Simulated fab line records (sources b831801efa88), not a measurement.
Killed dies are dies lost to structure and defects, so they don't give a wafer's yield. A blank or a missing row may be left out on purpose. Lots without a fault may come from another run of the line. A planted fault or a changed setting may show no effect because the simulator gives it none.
Struck lot and sound lot, side by side | flow sky130 | 14 out of 708 route steps
Sound: wafers L454.1, L454.4, L454.6. Wafers struck: L450.3, L450.4, L450.6. The cause comes at the end.
Order at every step that has rows: each side's tool, ch and its chambers, its first start. Under that, the readings that differ: sound wafers | struck wafers | difference of the means | sigmas: that difference in standard deviations of wafers without a fault.
alike: a reading whose means differ by less than 2 such deviations, as well as words and numbers matching on both sides. not compared: withheld readings; readings where some wafer has no value; bounds like >300 that might hide an equal value; numbers whose values overlap and for which the record gives no deviation.
The two part at a step that has a row with sigmas, a row that says differs or no value, or rows on one side only. When numbers do not overlap yet have no deviation, they are printed without sigmas and do not part them. Lack of a reading on every wafer of one side parts them only where that side has two or more wafers.

first, 4 steps without rows for these wafers: SKY_VT_ADJUST_PCH_SOFTBAKE_03; SKY_VT_ADJUST_PCH_EXPOSE_04 (exposes mask NWM, target cd 840 nm); SKY_VT_ADJUST_PCH_PEB_05; SKY_VT_ADJUST_PCH_DEVELOP_06 (develop time 60 s).
SKY_VT_ADJUST_PCH_OVL_MEAS_07:
  struck on overlay-01, day 13 01:50; sound on overlay-01, day 14 05:17
  alike: VT_ADJUST_PCH_OVL
then, 1 step without rows for these wafers: SKY_VT_ADJUST_PCH_IMPLANT_08.
SKY_VT_ADJUST_PCH_STRIP_09: strips in O2/N2.
  sound on plasma asher-04 ch 0, day 14 05:28; struck on plasma asher-04 ch 0,1, day 13 02:02
  alike: drypump motor current A, oes product au, strip time to endpoint s
  not compared: rf hours counter h
SKY_VT_ADJUST_PCH_TW_MEAS_10:
  struck on film metro-04, day 13 02:07; sound on film metro-04, day 14 05:34
  alike: VT_ADJUST_PCH_TW
then, 4 steps without rows for these wafers: SKY_SONOS_TUNNEL_DEHYDRATE_00 (time 60 s); SKY_SONOS_TUNNEL_HMDS_01 (prime time 60 s); SKY_SONOS_TUNNEL_COAT_02 (resist thk 1140 nm); SKY_SONOS_TUNNEL_SOFTBAKE_03 (time 60 s).
SKY_SONOS_TUNNEL_EXPOSE_04: exposes mask TUNM, target cd 410 nm.
  sound on iline stepper-02 ch 0, day 14 17:26; struck on iline stepper-01 ch 0, day 13 14:05
  reading              | sound                | struck               | difference | sigmas
  exposure dose mJ cm2 | 136.23 135.97 136.01 | 134.20 134.23 134.35 | -1.81      | -14
  alike: mask, reticle temp C
then, 1 step without rows for these wafers: SKY_SONOS_TUNNEL_PEB_05.

## WHERE THEY PART
SKY_SONOS_TUNNEL_EXPOSE_04 only, going by this record.

WHY: what the simulator had put in
Drift in process parameters on iline stepper-01 at SKY_SONOS_TUNNEL_EXPOSE_04, starting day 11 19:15. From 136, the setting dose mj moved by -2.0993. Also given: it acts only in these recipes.
